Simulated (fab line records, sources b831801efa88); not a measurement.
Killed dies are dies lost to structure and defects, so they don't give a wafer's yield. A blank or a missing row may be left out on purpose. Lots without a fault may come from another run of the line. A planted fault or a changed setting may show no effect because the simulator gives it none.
One fault seen from 2 desks | flow sfq_line | each desk has only its own numbers; what lay behind them comes last

THE METROLOGY DESK
What the gauges read, lot by lot, whatever tool the lot ran on: means of the sampled wafers that have a number. A lot is out of limits, marked OUT, if its mean lies more than 4 standard deviations from the usual mean; the brackets give that distance.
Columns: A = L0V_OVL at SFQ_L0V_OVL_MEAS_903, usual 0 nm; B = I2_BOW at SFQ_I2_BOW_MEAS_917, usual 3 um
lot  | first seen here | A  | B
L507 | day 7 12:29     | -1 | 12
L508 | day 7 22:04     | -1 | 7
L509 | day 8 12:28     | 4  | 1
L510 | day 8 18:28     | 3  | 4
L511 | day 9 04:10     | 1  | 11
L512 | day 9 06:48     | 4  | 1
L514 | day 10 02:58    | 4  | -5
L516 | day 10 17:05    | 5  | 5
L522 | day 12 18:23    | -1 | 10
L524 | day 13 07:15    | -3 | -6
L525 | day 13 15:49    | 2  | 8
L526 | day 13 20:27    | 1  | 4
L528 | day 14 10:54    | -0 | 1
L529 | day 14 20:11    | -1 | -7
This desk's finding: nothing out of limits on any of the 14 lots.

THE TOOL OWNER'S DESK: cmp-02
The tool's own readings at SFQ_TRILAYER_I2_CMP_CMP_064 (polishes SiO2): means of the sampled wafers that have a number, for each lot that ran on this tool. A lot is out of limits, marked OUT, if its mean lies more than 4 standard deviations from the usual mean; the brackets give that distance.
Columns: A = motor_current_A at SFQ_TRILAYER_I2_CMP_CMP_064, usual 10.2 A; B = retaining_ring_pressure_frac at SFQ_TRILAYER_I2_CMP_CMP_064, usual 1.000; C = slurry_filter_dp_kPa at SFQ_TRILAYER_I2_CMP_CMP_064, usual 13.50 kPa; D = time_to_endpoint_s at SFQ_TRILAYER_I2_CMP_CMP_064, usual 207 s
lot  | first seen here | A    | B     | C     | D
L507 | day 32 07:45    | 10.2 | 0.995 | 13.51 | 213
L508 | day 32 11:21    | 10.4 | 0.998 | 13.58 | 204
L509 | day 32 14:57    | 10.2 | 0.999 | 13.59 | 212
L510 | day 32 21:27    | 10.0 | 1.001 | 13.47 | 200
L511 | day 34 04:22    | 10.0 | 0.996 | 13.36 | 207
L514 | day 35 01:22    | 10.5 | 1.001 | 13.55 | 219
L516 | day 36 05:08    | 10.1 | 1.003 | 13.49 | 231
L522 | day 39 04:07    | 10.3 | 1.000 | 13.38 | 209
L524 | day 39 19:07    | 9.8  | 1.000 | 13.42 | 194
L525 | day 40 16:07    | 10.1 | 0.998 | 13.56 | 201
L526 | day 42 22:48    | 10.5 | 0.999 | 13.57 | 198
L528 | day 46 01:19    | 10.2 | 0.997 | 13.49 | 209
L529 | day 46 11:22    | 10.9 | 0.997 | 13.34 | 222
This desk's finding: nothing out of limits on any of the 13 lots.

PUT TOGETHER
The metrology desk saw nothing out of limits.
The tool owner's desk saw nothing out of limits.

WHAT THE SIMULATOR HAD PUT IN
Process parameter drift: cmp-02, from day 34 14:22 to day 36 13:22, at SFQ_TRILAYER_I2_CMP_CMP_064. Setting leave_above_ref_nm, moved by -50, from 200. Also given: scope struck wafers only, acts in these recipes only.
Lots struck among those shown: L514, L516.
